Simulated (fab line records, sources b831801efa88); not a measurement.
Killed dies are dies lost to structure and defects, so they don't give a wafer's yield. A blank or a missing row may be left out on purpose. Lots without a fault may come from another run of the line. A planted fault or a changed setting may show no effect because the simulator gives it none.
Chamber matching | flow sky130 | SKY_POLY_GATE_ETCH_15 on rie_diel-01: 4 sister chambers
The step etches BARC in N2/H2, stops on SiO2, time 118.5 s, target depth 110 nm. 8 wafers are shown with their chamber, then 11 later ones without.

WAFERS WITH THEIR CHAMBER
wafer  | chamber | drypump_motor_current_A (A) | rf_fwd_power_W (W)
L083.5 | 2       | 4.7                         | 497.7
L085.2 | 2       | 4.8                         | 499.3
L089.2 | 0       | 6.3                         | 500.2
L089.3 | 3       | 5.9                         | 499.4
L090.1 | 0       | 6.3                         | 494.2
L090.3 | 3       | 5.9                         | 500.6
L090.4 | 1       | 5.2                         | 496.8
L092.3 | 1       | 5.2                         | 499.7

WAFERS WITHOUT THEIR CHAMBER
wafer  | drypump_motor_current_A (A) | rf_fwd_power_W (W)
L092.4 | 6.3                         | 500.0
L092.6 | 5.2                         | 498.3
L093.1 | 5.9                         | 500.0
L093.2 | 6.3                         | 501.1
L093.3 | 5.2                         | 498.6
L094.1 | 5.2                         | 500.4
L094.2 | 6.0                         | 499.5
L094.3 | 6.3                         | 497.2
L096.1 | 6.3                         | 500.6
L096.3 | 6.0                         | 499.1
L096.4 | 4.8                         | 499.0

WHICH CHAMBER EACH WENT THROUGH
wafer  | from the rows above | in truth
L092.4 | 0                   | 0
L092.6 | 1                   | 1
L093.1 | 3                   | 3
L093.2 | 0                   | 0
L093.3 | 1                   | 1
L094.1 | 1                   | 1
L094.2 | 3                   | 3
L094.3 | 0                   | 0
L096.1 | 0                   | 0
L096.3 | 3                   | 3
L096.4 | 2                   | 2
Placed correctly: 11 of 11. Can't be placed from these rows: 0. Placed wrongly: 0.
How it was worked out, from the rows above alone: a wafer's distance from a chamber is the root of the sum, over the readings, of the square of ((its reading less the chamber's mean) divided by the reading's scatter). The wafer belongs to the nearest chamber; if the next one is less than 2 further off, it can't be placed. A chamber's mean is the mean of its shown wafers. The scatter: the root of (the sum of the squares of (reading less its chamber's mean) over the shown wafers, divided by (wafers less chambers)).
